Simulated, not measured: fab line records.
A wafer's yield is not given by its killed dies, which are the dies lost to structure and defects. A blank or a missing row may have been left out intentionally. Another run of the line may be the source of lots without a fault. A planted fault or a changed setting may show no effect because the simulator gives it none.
Which of the tools did it? ; flow gf180mcu ; Sampling: 13 lots, 36 wafers, 6 of 602 route steps

WHAT EACH GAUGE READ, for each wafer
GF_HV_LDD_CD_MEAS_07: the cd target is 400 nm. Usual: 400.1 nm for cd nm, sd 2.5.
lot;measured;on;cd nm (nm);flag
L921;day 9 23:29;cd sem-02;400.3 400.2 399.8;
L922;day 10 05:18;cd sem-01;398.3 397.6 397.6;
L924;day 11 03:31;cd sem-02;400.5 401.0 398.4;
L925;day 11 09:56;cd sem-01;401.0 400.5 399.3;
L926;day 11 16:46;cd sem-01;399.0 397.3 400.2;
L928;day 12 04:03;cd sem-02;399.7 398.6 399.7;
L933;day 14 00:12;cd sem-02;209.0 394.1 208.8 394.5;OFF
L935;day 14 07:21;cd sem-01;211.5 396.5 211.1 396.4;OFF
L937;day 15 02:36;cd sem-01;215.6 402.5 215.7 402.8;OFF
L939;day 15 13:12;cd sem-02;403.0 404.6 402.0;
L940;day 15 20:07;cd sem-01;404.1 404.9 405.1;
L942;day 16 17:29;cd sem-01;400.6 399.1 399.2;
L944;day 17 02:04;cd sem-02;397.0 398.1 398.2;

GF_HV_LDD_TW_MEAS_11. Usual: HV_LDD_TW typically reads 2394, with standard deviation 23.
lot;measured;on;HV_LDD_TW;flag
L921;day 9 23:52;film metro-04;2392 2368 2368;
L922;day 10 05:41;film metro-01;2415 2417 2417;
L924;day 11 03:55;film metro-04;2368 2359 2356;
L925;day 11 10:20;film metro-04;2363 2366 2353;
L926;day 11 17:10;film metro-01;2411 2409 2399;
L928;day 12 04:26;film metro-03;2394 2408 2412;
L933;day 14 09:09;film metro-03;2093 2380 2090 2388;OFF
L935;day 14 10:38;film metro-03;2097 2392 2094 2384;OFF
L937;day 15 05:55;film metro-03;2137 2422 2135 2432;OFF
L939;day 15 13:35;film metro-03;2430 2439 2432;
L940;day 15 20:31;film metro-04;2375 2375 2391;
L942;day 16 17:52;film metro-04;2362 2362 2365;
L944;day 17 02:28;film metro-03;2410 2413 2412;

GF_HV_LDD_CD_MEAS_31: the cd target is 400 nm. Usual: 399.6 nm for cd nm, sd 2.1.
lot;measured;on;cd nm (nm);flag
L921;day 11 11:22;cd sem-01;400.8 399.0 399.9;
L922;day 11 18:18;cd sem-01;397.9 399.4 397.9;
L924;day 12 17:58;cd sem-01;397.8 397.9 400.0;
L925;day 13 01:04;cd sem-02;398.4 400.4 398.6;
L926;day 13 08:28;cd sem-02;398.8 399.2 399.8;
L928;day 13 20:07;cd sem-02;401.6 400.8 400.7;
L933;day 15 19:49;cd sem-01;397.0 395.9;
L935;day 16 03:46;cd sem-01;399.9 398.9;
L937;day 16 23:36;cd sem-02;397.9 401.0;
L939;day 17 10:46;cd sem-01;396.9 400.7 397.5;
L940;day 17 17:26;cd sem-01;396.4 397.4 398.2;
L942;day 18 15:31;cd sem-02;399.5 400.5 401.2;
L944;day 19 01:45;cd sem-02;397.9 399.5 397.4;

WHICH TOOL RAN EACH LOT (tool, then ch and the chambers of the sampled wafers, then the start)
lot;GF_VT_IMPLANT_STRIP_31;GF_HV_LDD_DEVELOP_06;GF_HV_LDD_STRIP_10
L921;plasma asher-04 ch 0,1, day 6 21:08;litho track-04 ch 0, day 9 23:21;plasma asher-02 ch 0,1, day 9 23:46
L922;plasma asher-03 ch 0,1, day 7 03:23;litho track-02 ch 0, day 10 05:10;plasma asher-04 ch 0,1, day 10 05:36
L924;plasma asher-04 ch 0,1, day 7 20:50;litho track-01 ch 0, day 11 03:22;plasma asher-03 ch 0,1, day 11 03:49
L925;plasma asher-03 ch 0,1, day 8 00:35;litho track-04 ch 0, day 11 09:47;plasma asher-03 ch 1, day 11 10:14
L926;plasma asher-04 ch 0,1, day 8 09:45;litho track-01 ch 0, day 11 16:37;plasma asher-03 ch 0, day 11 17:04
L928;plasma asher-04 ch 0,1, day 8 18:54;litho track-04 ch 0, day 12 03:54;plasma asher-02 ch 0,1, day 12 04:20
L933;plasma asher-01 ch 1, day 10 11:42;litho track-04 ch 0, day 14 00:03;plasma asher-03 ch 0, day 14 08:57
L935;plasma asher-01 ch 1, day 10 15:47;litho track-04 ch 0, day 14 07:12;plasma asher-02 ch 0,1, day 14 10:32
L937;plasma asher-01 ch 0,1, day 11 08:50;litho track-04 ch 0, day 15 02:27;plasma asher-02 ch 0,1, day 15 05:49
L939;plasma asher-01 ch 0,1, day 11 18:20;litho track-01 ch 0, day 15 13:04;plasma asher-02 ch 0,1, day 15 13:30
L940;plasma asher-01 ch 0,1, day 12 01:27;litho track-02 ch 0, day 15 19:59;plasma asher-03 ch 0,1, day 15 20:25
L942;plasma asher-03 ch 0,1, day 12 19:41;litho track-01 ch 0, day 16 17:20;plasma asher-02 ch 0,1, day 16 17:46
L944;plasma asher-01 ch 0,1, day 13 03:47;litho track-02 ch 0, day 17 01:56;plasma asher-02 ch 0,1, day 17 02:22
- GF_VT_IMPLANT_STRIP_31: strips in O2/N2.
- GF_HV_LDD_DEVELOP_06: develop time 60 s.
- GF_HV_LDD_STRIP_10: strips in O2/N2.

WHAT THE TOOLS THEMSELVES READ (means of the sampled wafers that have a number; where no wafer has one, the mark that the record gives instead)
GF_VT_IMPLANT_STRIP_31. Usual: drypump motor current A 5.6 A, standard deviation 0.45; heater power w 348 W, standard deviation 47; oes product au 0.716 a.u., standard deviation 0.0046; strip time to endpoint s 12.62 s, standard deviation 0.03.
lot;tool;drypump motor current A (A);heater power w (W);oes product au (a.u.);strip time to endpoint s (s);flag
L921;plasma asher-04;5.4;303;0.720;12.64;
L922;plasma asher-03;5.9;341;0.719;12.64;
L924;plasma asher-04;5.4;308;0.716;12.59;
L925;plasma asher-03;5.9;345;0.718;12.60;
L926;plasma asher-04;5.4;309;0.714;12.62;
L928;plasma asher-04;5.4;306;0.715;12.62;
L933;plasma asher-01;5.4;300;0.712;12.61;
L935;plasma asher-01;5.4;306;0.722;12.57;
L937;plasma asher-01;5.5;364;0.720;12.59;
L939;plasma asher-01;5.5;386;0.716;12.58;
L940;plasma asher-01;5.5;345;0.714;12.67;
L942;plasma asher-03;5.9;345;0.716;12.59;
L944;plasma asher-01;5.5;379;0.711;12.66;

GF_HV_LDD_STRIP_10. Usual: drypump motor current A 5.9 A, standard deviation 0.65; heater power w 340 W, standard deviation 17; oes product au 0.716 a.u., standard deviation 0.0048; strip time to endpoint s 12.62 s, standard deviation 0.033.
lot;tool;drypump motor current A (A);heater power w (W);oes product au (a.u.);strip time to endpoint s (s);flag
L921;plasma asher-02;6.2;337;0.717;12.65;
L922;plasma asher-04;5.4;308;0.716;12.57;
L924;plasma asher-03;6.2;351;0.713;12.60;
L925;plasma asher-03;6.4;358;0.725;12.61;
L926;plasma asher-03;5.7;335;0.710;12.64;
L928;plasma asher-02;6.2;344;0.718;12.61;
L933;plasma asher-03;5.7;340;0.714;12.64;
L935;plasma asher-02;6.0;348;0.712;12.61;
L937;plasma asher-02;6.0;348;0.712;12.62;
L939;plasma asher-02;6.2;340;0.716;12.64;
L940;plasma asher-03;5.9;344;0.720;12.59;
L942;plasma asher-02;5.7;339;0.718;12.61;
L944;plasma asher-02;6.2;334;0.719;12.58;

THE ANSWER, worked out from the rows above alone
Rule: a lot counts as off when the mean over its wafers that have a number is more than 3 standard deviations away from the usual mean. Also off: a lot with no number at a reading for which 4 or more lots have one. Any other lot the step has rows for is counted as sound. The gauges are gone through in route order, then the tools' own readings, and for those a lot's mean is taken as printed above. The first step at which some lot is off is used, and at that step the reading that is off furthest; a lot without a number counts as furthest.
Off: L933, L935, L937, at GF_HV_LDD_CD_MEAS_07 (cd nm).
A tool fits if, at a process step before that reading, it ran every lot that is off, and no sound lot after the first of them. Not tried: the gauges at GF_HV_LDD_CD_MEAS_07; whatever is off there is also off at GF_HV_LDD_TW_MEAS_11, on other tools, and gauge error can't account for it. One fits: GF_HV_LDD_DEVELOP_06 on litho track-04. A fault onset in the window from L928 (day 12 03:54, its last sound lot) to L933 (day 14 00:03, its first lot off) fits.

WHAT HAD BEEN PUT IN BY THE SIMULATOR
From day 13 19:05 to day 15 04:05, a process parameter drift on litho track-04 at GF_HV_LDD_DEVELOP_06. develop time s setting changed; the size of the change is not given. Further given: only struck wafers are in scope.
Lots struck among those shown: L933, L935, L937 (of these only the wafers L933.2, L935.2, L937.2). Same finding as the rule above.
